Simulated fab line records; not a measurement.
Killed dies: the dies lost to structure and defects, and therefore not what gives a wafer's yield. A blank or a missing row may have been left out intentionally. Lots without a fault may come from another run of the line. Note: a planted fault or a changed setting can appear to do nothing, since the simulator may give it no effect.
The same fault as seen by 2 desks    flow sfq line    each desk holds nothing but its own numbers, with what lay behind them at the end

FOR THE TOOL OWNER'S DESK: pecvd-04
The tool's own readings at SFQ_TRILAYER_I6_DEP_PECVD_165 (deposits SiO2 from SiH4/N2O, time 111.11 s, target thk 500 nm): means of the sampled wafers that have a number, for each lot that ran on this tool. A lot is out of limits, marked OUT, if its mean lies more than 4 standard deviations from the usual mean; the brackets give that distance.
Columns: A = heater power w at SFQ_TRILAYER_I6_DEP_PECVD_165, usual 87 W; B = run length s at SFQ_TRILAYER_I6_DEP_PECVD_165, usual 139.0 s; C = throttle valve pct at SFQ_TRILAYER_I6_DEP_PECVD_165, usual 25.0 %
lot   first seen here  A   B                 C
L197  day 76 18:44     67  135.1 (-6.3) OUT  26.2
L198  day 76 22:21     63  135.6 (-5.6) OUT  26.6
L199  day 77 03:19     69  135.0 (-6.5) OUT  26.4
L207  day 82 06:14     75  138.8             26.3
This desk finds L197, L198, L199 out of limits, L197 being first, at day 76 18:44 (run length s at SFQ_TRILAYER_I6_DEP_PECVD_165). In limits: L207.

METROLOGY DESK
Lot by lot, what the gauges showed, no matter which tool ran the lot: averages of those sampled wafers that carry a number. A lot is out of limits, marked OUT, if its mean lies more than 4 standard deviations from the usual mean; the brackets give that distance.
Columns: A = M6_OVL at SFQ_M6_OVL_MEAS_940, usual -5 nm
lot   first seen here  A
L184  day 71 00:07     -11
L197  day 76 17:44     -8
L198  day 76 21:20     -8
L199  day 77 02:09     -6
L201  day 79 12:44     2
L203  day 79 20:34     -6
L207  day 82 05:13     -11
This desk found nothing out of limits on any of the 7 lots.

ALL TOGETHER
On L197, L198, L199, at day 76 18:44, an alarm was possible from the tool owner's desk.
Metrology desk: nothing out of limits seen.
The metrology desk has L197, L198, L199 on record, within its limits.
On pecvd-04, each named lot ran SFQ_TRILAYER_I6_DEP_PECVD_165.

WHAT WAS PUT IN BY THE SIMULATOR
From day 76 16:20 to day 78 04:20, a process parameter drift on pecvd-04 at SFQ_TRILAYER_I6_DEP_PECVD_165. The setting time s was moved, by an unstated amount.
Shown lots that were struck: L197, L198, L199.
Delay in hours, fault start to first out-of-limits reading, by desk: the tool owner's desk at 2.
